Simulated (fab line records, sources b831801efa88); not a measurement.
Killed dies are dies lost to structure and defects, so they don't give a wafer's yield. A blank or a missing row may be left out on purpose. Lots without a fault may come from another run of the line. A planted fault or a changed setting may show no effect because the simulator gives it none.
A struck lot beside a sound one | flow sky130 | 17 steps out of a route of 708
Sound: wafers L385.1, L385.3, L385.5. Struck: wafers L392.3, L392.4, L392.6. The cause comes at the end.
At each step with rows: each side's tool, then ch and its chambers, then its first start. Under that, the readings that differ: sound wafers | struck wafers | difference of the means | sigmas: that difference in standard deviations of wafers without a fault.
alike: readings whose means differ by less than 2 such deviations, and words and numbers that are the same on both sides. not compared: withheld readings, readings that some wafer has no value for, bounds like >300 that may hide the same value, and numbers for which the record gives no deviation and whose values overlap.
The two part at a step that has a row with sigmas, a row that says differs or no value, or rows on one side only. Numbers that don't overlap but have no deviation are shown without sigmas and don't part them. A reading that every wafer of one side lacks parts them only if that side has two wafers or more.

first, 1 step without rows for these wafers: SKY_VT_ADJUST_PCH_IMPLANT_08.
SKY_VT_ADJUST_PCH_STRIP_09: strips in O2/N2.
  sound on plasma_asher-03 ch 1, day 10 12:16; struck on plasma_asher-02 ch 0,1, day 12 23:40
  reading                     | sound       | struck      | difference | sigmas
  drypump_motor_current_A (A) | 5.3 5.3 5.3 | 6.4 6.0 6.4 | +1.0       | +2
  alike: oes_product_au, strip_time_to_endpoint_s
  not compared: rf_hours_counter_h
SKY_VT_ADJUST_PCH_TW_MEAS_10:
  sound on film_metro-04, day 10 12:22; struck on film_metro-02, day 12 23:45
  alike: VT_ADJUST_PCH_TW
then, 7 steps without rows for these wafers: SKY_SONOS_TUNNEL_DEHYDRATE_00 (time 60 s); SKY_SONOS_TUNNEL_HMDS_01 (prime time 60 s); SKY_SONOS_TUNNEL_COAT_02 (resist thk 1140 nm); SKY_SONOS_TUNNEL_SOFTBAKE_03 (time 60 s); SKY_SONOS_TUNNEL_EXPOSE_04 (exposes mask TUNM, target cd 410 nm); SKY_SONOS_TUNNEL_PEB_05; SKY_SONOS_TUNNEL_DEVELOP_06 (develop time 60 s).
SKY_SONOS_TUNNEL_CD_MEAS_07: target cd 410 nm.
  sound on cd_sem-02, day 11 10:09; struck on cd_sem-02, day 14 00:46
  reading    | sound             | struck            | difference | sigmas
  cd_nm (nm) | 409.4 410.8 410.8 | 414.9 414.1 415.9 | +4.6       | +2
SKY_SONOS_TUNNEL_OVL_MEAS_08:
  sound on overlay-02, day 11 10:16; struck on overlay-02, day 14 00:51
  alike: SONOS_TUNNEL_OVL
SKY_SONOS_TUNNEL_IMPLANT_09:
  sound on implanter-01 ch 0, day 11 10:19; struck on implanter-01 ch 0, day 14 00:55
  reading            | sound                         | struck                        | difference | sigmas
  dose_ions_cm2      | 1.001e+12 1.001e+12 9.998e+11 | 4.775e+11 4.787e+11 4.776e+11 | -5.227e+11 | -99 or more
  faraday_current_uA | 5.74 5.75 5.69                | 2.69 2.79 2.74                | -2.99      | -25
  alike: beam_on_s
then, 2 steps without rows for these wafers: SKY_SONOS_TUNNEL_WET_ETCH_10 (etches SiO2 in dHF, target depth 14 nm, time 280 s); SKY_SONOS_TUNNEL_STRIP_11 (strips in SPM, time 600 s).
SKY_SONOS_TUNNEL_TW_MEAS_12:
  sound on film_metro-04, day 11 10:45; struck on film_metro-04, day 14 01:32
  reading         | sound             | struck            | difference | sigmas
  SONOS_TUNNEL_TW | 195.6 196.3 196.9 | 158.9 160.1 159.2 | -36.9      | -44
  not compared: hold
SKY_PAD_OPEN_PROBE_99:
  the record has rows for the sound wafers here (prober-02, day 45 13:37) and none for the struck ones

WHERE THEY PART
First at SKY_VT_ADJUST_PCH_STRIP_09; last, within this record, at SKY_PAD_OPEN_PROBE_99.

WHY: what the simulator had put in
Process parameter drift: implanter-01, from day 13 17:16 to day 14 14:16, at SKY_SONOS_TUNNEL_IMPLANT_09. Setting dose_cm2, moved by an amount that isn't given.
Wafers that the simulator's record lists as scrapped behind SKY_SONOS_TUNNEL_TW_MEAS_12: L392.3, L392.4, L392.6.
